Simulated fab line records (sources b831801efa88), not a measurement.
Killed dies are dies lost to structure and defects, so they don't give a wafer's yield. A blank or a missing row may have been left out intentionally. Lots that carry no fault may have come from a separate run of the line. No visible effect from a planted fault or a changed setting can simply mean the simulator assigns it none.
A struck lot beside a sound one | flow sky130 | 32 steps out of a route of 708
Sound: these wafers, L907.1, L907.3, L907.5. Wafers struck: L910.1, L910.3, L910.6. The cause comes at the end.
Order at every step that has rows: each side's tool, ch and its chambers, its first start. Under that, the readings that differ: sound wafers | struck wafers | difference of the means | sigmas: that difference in standard deviations of wafers without a fault.
alike: readings with means less than 2 such deviations apart, plus words and numbers identical on both sides. not compared: withheld readings, readings lacking a value on some wafer, bounds such as >300 that could conceal the same value, and numbers that have no deviation in the record and whose values overlap.
The two part at a step that has a row with sigmas, a row that says differs or no value, or rows on one side only. Non-overlapping numbers with no deviation appear without sigmas and do not part them. A reading missing from all wafers of one side parts the sides only when that side holds two or more wafers.

SKY_PWDE_OVL_MEAS_07:
  struck on overlay-01, day 4 22:26; sound on overlay-02, day 4 11:32
  alike: PWDE_OVL
then, 1 step without rows for these wafers: SKY_PWDE_IMPLANT_08.
SKY_PWDE_STRIP_09: strips in O2/N2.
  sound on plasmaAsher-02 ch 0,1, day 4 11:43; struck on plasmaAsher-01 ch 0,1, day 4 22:37
  alike: drypumpMotorCurrentA, n2FlowSccm, oesProductAu, stripTimeToEndpointS
  not compared: rfHoursCounterH
SKY_PWDE_TW_MEAS_10:
  struck on filmMetro-04, day 4 22:43; sound on filmMetro-02, day 4 11:49
  alike: PWDE_TW
then, 7 steps without rows for these wafers: SKY_NWELL_DEHYDRATE_03 (time 60 s); SKY_NWELL_HMDS_04 (prime time 60 s); SKY_NWELL_COAT_05 (resist thk 3000 nm); SKY_NWELL_SOFTBAKE_06; SKY_NWELL_EXPOSE_07 (exposes mask NWM, target cd 840 nm); SKY_NWELL_PEB_08; SKY_NWELL_DEVELOP_09 (develop time 60 s).
SKY_NWELL_OVL_MEAS_10:
  struck on overlay-02, day 5 15:53; sound on overlay-02, day 5 04:41
  alike: NWELL_00_OVL
SKY_NWELL_IMPLANT_11:
  sound on implanter-04 ch 0, day 5 04:44; struck on implanter-04 ch 0, day 5 15:55
reading          | sound                            | struck                          | difference  | sigmas
doseIonsCm2      | 1.8988e+13 1.9005e+13 1.9015e+13 | 1.3672e+13 1.371e+13 1.3684e+13 | -5.3140e+12 | -99 or more
faradayCurrentUA | 106.3 101.5 109.0                | 75.6 76.1 75.6                  | -29.8       | -14
  alike: endStationPressureTorr
then, 2 steps without rows for these wafers: SKY_NWELL_IMPLANT_12; SKY_NWELL_IMPLANT_13.
SKY_NWELL_STRIP_14: strips in O2/N2.
  sound on plasmaAsher-02 ch 0,1, day 5 05:11; struck on plasmaAsher-01 ch 0,1, day 5 16:22
  alike: drypumpMotorCurrentA, n2FlowSccm, oesProductAu, stripTimeToEndpointS
  not compared: rfHoursCounterH
SKY_NWELL_TW_MEAS_15:
  struck on filmMetro-02, day 5 16:28; sound on filmMetro-01, day 5 05:17
reading  | sound          | struck         | difference | sigmas
NWELL_TW | 1800 1807 1795 | 1617 1621 1611 | -184       | -10
then, 7 steps without rows for these wafers: SKY_NWELL_DEHYDRATE_16 (time 60 s); SKY_NWELL_HMDS_17 (prime time 60 s); SKY_NWELL_COAT_18 (resist thk 3000 nm); SKY_NWELL_SOFTBAKE_19; SKY_NWELL_EXPOSE_20 (exposes mask NWM COMPLEMENT, target cd 840 nm); SKY_NWELL_PEB_21; SKY_NWELL_DEVELOP_22 (develop time 60 s).
SKY_NWELL_OVL_MEAS_23:
  struck on overlay-01, day 6 09:49; sound on overlay-01, day 5 23:08
  alike: NWELL_01_OVL
then, 1 step without rows for these wafers: SKY_NWELL_IMPLANT_24.
SKY_NWELL_STRIP_25: strips in O2/N2.
  sound on plasmaAsher-04 ch 1, day 5 23:20; struck on plasmaAsher-01 ch 0,1, day 6 10:00
reading                  | sound       | struck      | difference | sigmas
drypumpMotorCurrentA (A) | 4.9 4.9 4.9 | 5.4 6.0 5.9 | +0.9       | +3
  alike: n2FlowSccm, oesProductAu, stripTimeToEndpointS
  not compared: rfHoursCounterH
SKY_NWELL_TW_MEAS_26:
  struck on filmMetro-02, day 6 10:06; sound on filmMetro-01, day 5 23:26
  alike: NWELL_2_TW
then, 1 step without rows for these wafers: SKY_NWELL_CLEAN_27 (cleans in SC1/SC2, time 150 s).
SKY_NWELL_RTA_28: time 30 s.
  sound on rtpAnneal-02 ch 0, day 5 23:32; struck on rtpAnneal-02 ch 0, day 6 10:13
  alike: lampPowerPct, wafer_temp_C_max
SKY_NWELL_RS_MEAS_29: measurement is done with a four-point probe.
  struck on filmMetro-01, day 6 10:19; sound on filmMetro-04, day 5 23:38
reading           | sound             | struck            | difference | sigmas
NWELL_RS (ohm/sq) | 621.4 621.0 621.0 | 745.0 744.8 743.3 | +123.2     | +68
-- the record jumps here: 40 days lie between the struck wafers' starts before and after (it left off in module NWELL and takes up again in module PAD_OPEN, whose first step shown is number 708 of the route) --
SKY_PAD_OPEN_PROBE_99:
  struck on prober-02, day 46 18:25; sound on prober-02, day 46 03:30
reading                              | sound                        | struck                       | difference | sigmas
model.etest.nfet_16v.rOnOhmUm        | 1.433e+04 1.442e+04 1.42e+04 | 1.578e+04 1.586e+04 1.58e+04 | +1.497e+03 | 
model.etest.resNwell.lineOhmUm       | 1044 1021 1012               | 1407 1398 1382               | +370       | 
model.etest.resNwell.rsOhmSq         | 864.6 872.4 867.3            | 1146 1135 1133               | +270       | 
model.etest.tip_p_5v.rsOhmSq         | 2829 2824 2835               | 2762 2758 2764               | -68        | 
model.etest.resIsoPwell.widthNm (nm) | 2637 2623 2648               | 2681 2689 2667               | +43        | 
model.etest.resNwell.widthNm (nm)    | 856.7 849 852.9              | 820.5 814.8 818.3            | -35.0      | 
model.etest.pfet_16v.driveUaUm       | 250 247.9 250.8              | 260.4 261.2 259.7            | +10.9      | 
  alike: killed_at_M0_to_M3, killed_at_M4_up, killedAtContacts, killedAtFrontEnd, killedAtOther, killedDies, killedOpen, killedShort
  not compared: model.etest.resNwell.rsOhmSqRange

## WHERE THEY PART
Last at SKY_NWELL_RS_MEAS_29 as far as this record goes, first at SKY_NWELL_IMPLANT_11. Later steps at which nothing parts them and some readings are alike: SKY_PAD_OPEN_PROBE_99.

WHY: what the simulator had put in
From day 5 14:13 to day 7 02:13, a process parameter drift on implanter-04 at SKY_NWELL_IMPLANT_11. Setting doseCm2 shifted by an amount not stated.
